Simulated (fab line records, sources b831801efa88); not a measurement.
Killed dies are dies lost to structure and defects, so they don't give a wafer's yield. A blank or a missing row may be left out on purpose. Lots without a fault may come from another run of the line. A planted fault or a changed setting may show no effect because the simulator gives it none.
Chamber matching | flow gf180mcu | GF_V3_CVD_02 on pecvd-03: 3 sister chambers
The step deposits SiO2 from TEOS, target thk 850 nm, time 94.851 s. 14 wafers are shown with their chamber, then 7 later ones without.

WAFERS WITH THEIR CHAMBER
wafer  | chamber | heater_power_w (W)
L776.1 | 0       | 671
L776.3 | 1       | 721
L776.5 | 1       | 724
L777.2 | 1       | 650
L777.5 | 1       | 699
L777.6 | 2       | 634
L778.1 | 0       | 654
L778.3 | 1       | 578
L778.5 | 1       | 657
L781.2 | 1       | 698
L781.5 | 1       | 720
L781.6 | 0       | 554
L783.1 | 2       | 643
L783.2 | 1       | 700

SIGNATURES (means of the wafers above)
reading        | chamber 0 | chamber 1 | chamber 2 | scatter within a chamber
heater_power_w | 626.33    | 683.00    | 638.50    | 48.7
Rule: a wafer's distance from a chamber is the root of the sum, over the readings, of the square of ((its reading less the chamber's mean) divided by the reading's scatter). The wafer belongs to the nearest chamber; if the next one is less than 2 further off, it can't be placed. The scatter: the root of (the sum of the squares of (reading less its chamber's mean) over the shown wafers, divided by (wafers less chambers)).

WAFERS WITHOUT THEIR CHAMBER
wafer  | heater_power_w (W)
L783.5 | 571
L787.1 | 681
L787.3 | 621
L787.6 | 661
L793.3 | 680
L793.4 | 503
L793.5 | 584

WHICH CHAMBER EACH WENT THROUGH
wafer  | from the rows above          | in truth
L783.5 | can't be placed: 0 or 2 or 1 | 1
L787.1 | can't be placed: 1 or 2 or 0 | 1
L787.3 | can't be placed: 0 or 2 or 1 | 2
L787.6 | can't be placed: 1 or 2 or 0 | 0
L793.3 | can't be placed: 1 or 2 or 0 | 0
L793.4 | can't be placed: 0 or 2 or 1 | 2
L793.5 | can't be placed: 0 or 2 or 1 | 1
Placed correctly: 0 of 7. Can't be placed from these rows: 7 (the true chamber is among the candidates in 7). Placed wrongly: 0.
